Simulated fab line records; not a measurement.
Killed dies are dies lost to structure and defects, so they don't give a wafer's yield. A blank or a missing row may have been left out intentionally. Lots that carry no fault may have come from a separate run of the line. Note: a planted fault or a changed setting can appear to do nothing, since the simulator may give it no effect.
One fault through the eyes of 2 desks :: flow sky130 :: each desk holds nothing but its own numbers, with what lay behind them at the end

== FROM THE METROLOGY DESK ==
Lot by lot, what the gauges showed, no matter which tool ran the lot: averages of those sampled wafers that carry a number. If a lot's mean is further than 4 standard deviations from the usual mean, the lot is out of limits and carries the mark OUT (the distance appears in the brackets).
Columns: A = POLY_GATE_CVD_00_THK at SKY_POLY_GATE_THK_MEAS_01, usual 178.8 nm
lot: L538
first seen here: day 14 19:10
A: 178.8

lot: L540
first seen here: day 15 00:40
A: 179.4

lot: L539
first seen here: day 15 00:41
A: 180.6

lot: L545
first seen here: day 16 14:37
A: 178.2

lot: L546
first seen here: day 17 04:45
A: 177.6

lot: L548
first seen here: day 17 17:59
A: 177.9

lot: L551
first seen here: day 19 00:16
A: 176.8

lot: L554
first seen here: day 19 15:20
A: 177.9

lot: L556
first seen here: day 20 07:38
A: 179.5

lot: L557
first seen here: day 20 18:06
A: 177.9

lot: L559
first seen here: day 21 11:00
A: 175.5
This desk's verdict: no lot among the 11 shows anything out of limits.

== AT THE TOOL OWNER'S DESK: litho-track-04 ==
The tool's own readings at SKY_LDD_P_COAT_02 (resist thk 1140 nm): means of the sampled wafers that have a number, for each lot that ran on this tool. If a lot's mean is further than 4 standard deviations from the usual mean, the lot is out of limits and carries the mark OUT (the distance appears in the brackets).
Columns: A = dispense-pressure-kPa at SKY_LDD_P_COAT_02, usual 50.2 kPa
lot: L538
first seen here: day 19 08:34
A: 50.9

lot: L539
first seen here: day 19 13:34
A: 50.8

lot: L545
first seen here: day 21 06:16
A: 50.9

lot: L546
first seen here: day 21 21:05
A: 50.8

lot: L556
first seen here: day 24 21:22
A: 50.8

lot: L557
first seen here: day 25 09:23
A: 50.8

lot: L559
first seen here: day 26 00:19
A: 50.8
This desk's verdict: no lot among the 7 shows anything out of limits.

== BROUGHT TOGETHER ==
From the metrology desk's view, nothing was out of limits.
The desk of the tool owner found nothing out of limits.

== WHAT THE SIMULATOR PUT IN ==
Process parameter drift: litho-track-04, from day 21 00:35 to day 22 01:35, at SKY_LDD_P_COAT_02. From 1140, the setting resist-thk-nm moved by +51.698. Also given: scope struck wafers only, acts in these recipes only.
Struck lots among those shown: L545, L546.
